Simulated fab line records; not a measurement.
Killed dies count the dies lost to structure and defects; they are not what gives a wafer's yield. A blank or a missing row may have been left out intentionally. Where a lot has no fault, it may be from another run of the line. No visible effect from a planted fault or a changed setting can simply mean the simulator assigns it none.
Which of the tools did it?	flow gf180mcu	6 lots, 18 wafers sampled, at 2 steps of a route of 602

== WHAT THE GAUGES READ, wafer by wafer ==
GF_HV_LDD_OVL_MEAS_08.
lot	measured	on	HV_LDD_OVL (nm)
L495	day 11 01:58	overlay-02	0.0 0.7 -2.1
L499	day 12 05:55	overlay-02	1.0 1.9 0.8
L503	day 13 17:22	overlay-01	-3.3 -2.9 -1.7
L506	day 14 11:56	overlay-02	-0.3 1.1 1.5
L508	day 15 02:49	overlay-02	-0.6 0.7 0.3
L513	day 16 12:40	overlay-01	2.6 1.7 2.9

== WHAT TOOL EACH LOT RAN ON (gives the tool, then ch and the chambers of the sampled wafers, and finally the start) ==
lot	GF_POLY_GATE_ETCH_12
L495	rieDiel-02 ch 1,2,3, day 10 06:16
L499	rieDiel-02 ch 0,1,2, day 11 09:46
L503	rieDiel-03 ch 0,2,3, day 12 17:55
L506	rieDiel-02 ch 0,1, day 13 12:10
L508	rieDiel-02 ch 2,3, day 14 03:56
L513	rieDiel-04 ch 0,1,3, day 15 12:16
- GF_POLY_GATE_ETCH_12: etches BARC in N2/H2.

== THE ANSWER, worked out from the rows above alone ==
Rule: what is usual is taken from the lots themselves. The widest of any qualifying gaps counts: lots, ordered by their means at a reading, are off when they make up no more than a third of the lots, leave a main group of 4 or more, and stand apart from it by 3 or more times the standard deviation of that group's means. A main group is skipped when, at the precision printed for the reading in the tables above, its means are all equal. Also off: a lot with no number at a reading for which 4 or more lots have one. The other lots that the step has rows for count as sound.
No lot is off at any reading shown: from this, nothing can be told.

== WHAT THE SIMULATOR HAD PUT IN ==
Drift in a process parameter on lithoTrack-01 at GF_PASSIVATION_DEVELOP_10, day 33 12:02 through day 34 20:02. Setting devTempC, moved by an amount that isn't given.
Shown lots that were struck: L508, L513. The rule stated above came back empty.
